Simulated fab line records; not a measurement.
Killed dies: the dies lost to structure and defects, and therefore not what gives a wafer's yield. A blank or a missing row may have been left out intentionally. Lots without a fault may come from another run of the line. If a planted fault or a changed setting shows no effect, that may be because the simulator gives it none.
Which tool was responsible? + flow gf180mcu + 39 wafers from 13 lots sampled at 4 of the route's 602 steps

WHAT THE GAUGES SHOWED, per wafer
The record lacks any reading of a measuring or inspecting step that a usual standard deviation could be used to judge.

WHAT TOOL EACH LOT RAN ON (gives the tool, then ch and the chambers of the sampled wafers, and finally the start)
| lot  | GF_VT_IMPLANT_IMPLANT_30        | GF_HV_LDD_ETCHBACK_58              | GF_PSD_RTA_13                    | GF_M1_SPUTTER_02             |
|------|---------------------------------|------------------------------------|----------------------------------|------------------------------|
| L226 | implanter-01 ch 0, day 6 22:44  | rie_diel-04 ch 1,3, day 12 18:52   | rtp_anneal-02 ch 0, day 14 11:53 | pvd_sputter-04, day 16 10:54 |
| L229 | implanter-01 ch 0, day 8 04:14  | rie_diel-03 ch 0,1, day 14 04:34   | rtp_anneal-02 ch 0, day 15 22:45 | pvd_sputter-04, day 17 23:59 |
| L230 | implanter-04 ch 0, day 8 11:20  | rie_diel-04 ch 0,2,3, day 14 11:09 | rtp_anneal-01 ch 0, day 16 07:44 | pvd_sputter-02, day 18 09:47 |
| L231 | implanter-01 ch 0, day 8 22:14  | rie_diel-03 ch 0,1,3, day 14 23:41 | rtp_anneal-01 ch 0, day 16 21:04 | pvd_sputter-04, day 19 00:46 |
| L236 | implanter-01 ch 0, day 9 19:28  | rie_diel-04 ch 0,2,3, day 16 02:33 | rtp_anneal-01 ch 0, day 18 01:12 | pvd_sputter-03, day 20 05:08 |
| L237 | implanter-01 ch 0, day 10 04:39 | rie_diel-03 ch 1,2, day 16 15:50   | rtp_anneal-01 ch 0, day 18 16:11 | pvd_sputter-04, day 20 21:02 |
| L238 | implanter-01 ch 0, day 10 07:32 | rie_diel-02 ch 1,2,3, day 16 19:33 | rtp_anneal-01 ch 0, day 18 18:50 | pvd_sputter-03, day 20 22:50 |
| L239 | implanter-04 ch 0, day 10 13:07 | rie_diel-04 ch 0,1,2, day 17 03:32 | rtp_anneal-01 ch 0, day 19 03:46 | pvd_sputter-04, day 21 08:48 |
| L240 | implanter-03 ch 0, day 10 21:43 | rie_diel-04 ch 0,2,3, day 17 13:28 | rtp_anneal-02 ch 0, day 19 14:17 | pvd_sputter-04, day 21 19:35 |
| L241 | implanter-03 ch 0, day 11 05:42 | rie_diel-03 ch 0,1,2, day 18 08:08 | rtp_anneal-02 ch 0, day 20 10:56 | pvd_sputter-03, day 22 14:55 |
| L246 | implanter-04 ch 0, day 12 09:23 | rie_diel-03 ch 1,2,3, day 19 13:21 | rtp_anneal-02 ch 0, day 21 16:18 | pvd_sputter-02, day 23 19:10 |
| L248 | implanter-03 ch 0, day 13 03:23 | rie_diel-03 ch 1,2,3, day 20 15:54 | rtp_anneal-02 ch 0, day 22 17:20 | pvd_sputter-02, day 24 18:15 |
| L249 | implanter-03 ch 0, day 13 06:22 | rie_diel-04 ch 0,1,2, day 20 14:17 | rtp_anneal-01 ch 0, day 22 15:40 | pvd_sputter-03, day 24 16:16 |
- GF_VT_IMPLANT_IMPLANT_30
- GF_HV_LDD_ETCHBACK_58: etches Si3N4 in CH3F/O2, stops on SiO2, time 102.2 s, target depth 90 nm.
- GF_PSD_RTA_13: time 20 s.
- GF_M1_SPUTTER_02: material AlCu, target thk 450 nm, time 23.9 s.

AS READ BY THE TOOLS THEMSELVES (means over the sampled wafers that have a number; for cases with no such wafer, the mark the record gives instead)
GF_VT_IMPLANT_IMPLANT_30.
| lot  | tool         | beam_energy_keV | dose_ions_cm2 |
|------|--------------|-----------------|---------------|
| L226 | implanter-01 | 24.996          | 2.5371e+12    |
| L229 | implanter-01 | 25.012          | 2.5327e+12    |
| L230 | implanter-04 | 25.006          | 2.5382e+12    |
| L231 | implanter-01 | 24.997          | 2.5339e+12    |
| L236 | implanter-01 | 24.997          | 2.5315e+12    |
| L237 | implanter-01 | 25.000          | 2.4429e+12    |
| L238 | implanter-01 | 25.000          | 2.4404e+12    |
| L239 | implanter-04 | 24.998          | 2.5310e+12    |
| L240 | implanter-03 | 25.015          | 2.5370e+12    |
| L241 | implanter-03 | 24.997          | 2.5327e+12    |
| L246 | implanter-04 | 24.986          | 2.5327e+12    |
| L248 | implanter-03 | 25.000          | 2.5346e+12    |
| L249 | implanter-03 | 25.015          | 2.5349e+12    |

GF_HV_LDD_ETCHBACK_58.
| lot  | tool        | drypump_motor_current_A (A) | oes_product_au (a.u.) | throttle_valve_pct (%) |
|------|-------------|-----------------------------|-----------------------|------------------------|
| L226 | rie_diel-04 | 5.9                         | 0.847                 | 10.566                 |
| L229 | rie_diel-03 | 5.8                         | 0.837                 | 10.558                 |
| L230 | rie_diel-04 | 5.3                         | 0.836                 | 10.560                 |
| L231 | rie_diel-03 | 5.6                         | 0.838                 | 10.556                 |
| L236 | rie_diel-04 | 5.3                         | 0.835                 | 10.556                 |
| L237 | rie_diel-03 | 5.7                         | 0.837                 | 10.555                 |
| L238 | rie_diel-02 | 5.8                         | 0.836                 | 10.554                 |
| L239 | rie_diel-04 | 5.6                         | 0.845                 | 10.563                 |
| L240 | rie_diel-04 | 5.3                         | 0.836                 | 10.568                 |
| L241 | rie_diel-03 | 5.7                         | 0.843                 | 10.567                 |
| L246 | rie_diel-03 | 5.6                         | 0.839                 | 10.559                 |
| L248 | rie_diel-03 | 5.6                         | 0.839                 | 10.555                 |
| L249 | rie_diel-04 | 5.6                         | 0.834                 | 10.558                 |

GF_PSD_RTA_13.
| lot  | tool          | lamp_power_pct (%) | wafer_temp_C_max |
|------|---------------|--------------------|------------------|
| L226 | rtp_anneal-02 | 33.3               | 1030.6           |
| L229 | rtp_anneal-02 | 33.2               | 1030.2           |
| L230 | rtp_anneal-01 | 36.3               | 1029.5           |
| L231 | rtp_anneal-01 | 36.3               | 1029.3           |
| L236 | rtp_anneal-01 | 36.3               | 1029.0           |
| L237 | rtp_anneal-01 | 36.2               | 1029.4           |
| L238 | rtp_anneal-01 | 36.3               | 1030.4           |
| L239 | rtp_anneal-01 | 36.3               | 1029.5           |
| L240 | rtp_anneal-02 | 33.2               | 1030.3           |
| L241 | rtp_anneal-02 | 33.2               | 1029.8           |
| L246 | rtp_anneal-02 | 33.2               | 1032.0           |
| L248 | rtp_anneal-02 | 33.2               | 1030.4           |
| L249 | rtp_anneal-01 | 36.2               | 1028.4           |

GF_M1_SPUTTER_02.
| lot  | tool           | cathode_dc_power_W (W) | throttle_valve_pct (%) |
|------|----------------|------------------------|------------------------|
| L226 | pvd_sputter-04 | 10601                  | 30.0                   |
| L229 | pvd_sputter-04 | 10601                  | 29.8                   |
| L230 | pvd_sputter-02 | 10601                  | 30.6                   |
| L231 | pvd_sputter-04 | 10599                  | 30.2                   |
| L236 | pvd_sputter-03 | 10599                  | 29.4                   |
| L237 | pvd_sputter-04 | 10600                  | 29.8                   |
| L238 | pvd_sputter-03 | 10600                  | 29.0                   |
| L239 | pvd_sputter-04 | 10600                  | 30.1                   |
| L240 | pvd_sputter-04 | 10600                  | 30.2                   |
| L241 | pvd_sputter-03 | 10599                  | 30.3                   |
| L246 | pvd_sputter-02 | 10601                  | 31.0                   |
| L248 | pvd_sputter-02 | 10600                  | 31.1                   |
| L249 | pvd_sputter-03 | 10600                  | 30.4                   |

THE ANSWER, worked out from the rows above alone
Rule: what is usual is taken from the lots themselves. The widest of any qualifying gaps counts: lots, ordered by their means at a reading, are off when they make up no more than a third of the lots, leave a main group of 4 or more, and stand apart from it by 3 or more times the standard deviation of that group's means. Not used: any main group whose means are identical at the precision the tables above print for the reading. Also off: a lot with no number at a reading for which 4 or more lots have one. The other lots that the step has rows for count as sound. Order of review: gauges by route order, followed by the tools' own readings, for which a lot's mean as printed above is used. At the first step where some lot is off, the reading lying furthest off is the one used; lots without a number count as furthest.
Off: L237, L238 (GF_VT_IMPLANT_IMPLANT_30, dose_ions_cm2). For the main group the mean is 2.5342e+12 and the standard deviation 2.3e+09.
A tool fits if, at that step or a process step before it, it ran every lot that is off, and no sound lot after the first of them. One fits: implanter-01 at GF_VT_IMPLANT_IMPLANT_30. A fault onset in the window from L236 (day 9 19:28, its last sound lot) to L237 (day 10 04:39, its first lot off) fits.
On the lots that are off, the tool's own readings at GF_VT_IMPLANT_IMPLANT_30 differ by more than 5 times the standard deviation of the sound lots' means, which bears it out; dose_ions_cm2 reads 2.4416e+12 there versus 2.5342e+12 on the sound lots.

WHAT HAD BEEN PUT IN BY THE SIMULATOR
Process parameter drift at GF_VT_IMPLANT_IMPLANT_30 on implanter-01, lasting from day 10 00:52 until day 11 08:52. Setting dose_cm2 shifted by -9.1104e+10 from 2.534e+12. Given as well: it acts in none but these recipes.
Lots struck among those shown: L237, L238. The rule above reached the same finding.
